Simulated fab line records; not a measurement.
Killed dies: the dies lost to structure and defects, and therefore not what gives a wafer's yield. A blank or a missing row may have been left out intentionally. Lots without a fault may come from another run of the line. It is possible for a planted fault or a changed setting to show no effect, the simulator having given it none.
What tool caused it?	flow sky130	Sampling: 6 lots, 18 wafers, 3 of 708 route steps

## WHAT THE GAUGES READ, wafer by wafer
SKY_CAPM_OVL_MEAS_12.
lot	measured	on	CAPM_OVL (nm)
L447	day 37 22:11	overlay-01	0.9 -0.1 0.3
L450	day 39 00:46	overlay-02	1.7 0.4 1.3
L455	day 40 14:05	overlay-01	0.9 0.3 0.8
L458	day 41 14:52	overlay-02	0.4 1.4 0.0
L468	day 44 05:49	overlay-02	1.4 1.9 0.4
L467	day 44 09:13	overlay-01	1.4 -0.5 -0.9

## WHICH TOOL RAN EACH LOT (tool, then ch and the chambers of the sampled wafers, then the start)
lot	SKY_METAL2_METAL_ETCH_19	SKY_METAL3_SPUTTER_02
L447	rieMetal-03 ch 0,1, day 35 14:32	pvdSputter-04, day 36 19:59
L450	rieMetal-02 ch 0, day 36 17:17	pvdSputter-04, day 37 22:28
L455	rieMetal-01 ch 0,1, day 38 11:29	pvdSputter-04, day 39 15:19
L458	rieMetal-03 ch 0, day 39 13:01	pvdSputter-02, day 40 15:19
L468	rieMetal-01 ch 1, day 42 05:32	pvdSputter-03, day 43 07:16
L467	rieMetal-03 ch 0,1, day 42 08:07	pvdSputter-03, day 43 10:38
- SKY_METAL2_METAL_ETCH_19: etches the open film in Cl2/BCl3, stops on SiO2, target depth 360 nm, time 78 s.
- SKY_METAL3_SPUTTER_02: material AlCu, target thk 735 nm, time 39.1 s.

## THE ANSWER, worked out from the rows above alone
Rule: usual is defined by the lots themselves. Put in order of their means at a reading, lots are off if they are a third of the lots or fewer, leave a main group of 4 or more, and stand apart from it by a gap of 3 or more times the standard deviation of the main group's means; of several such gaps the widest counts. A main group whose means are all the same, to the digits that the tables above print for the reading, isn't used. A lot without any number at a reading at which 4 lots or more have one is off too. Where the step has rows for the other lots, those lots are counted as sound.
Nothing can be told from this: no lot is off at any reading shown.

## WHAT THE SIMULATOR HAD INSERTED
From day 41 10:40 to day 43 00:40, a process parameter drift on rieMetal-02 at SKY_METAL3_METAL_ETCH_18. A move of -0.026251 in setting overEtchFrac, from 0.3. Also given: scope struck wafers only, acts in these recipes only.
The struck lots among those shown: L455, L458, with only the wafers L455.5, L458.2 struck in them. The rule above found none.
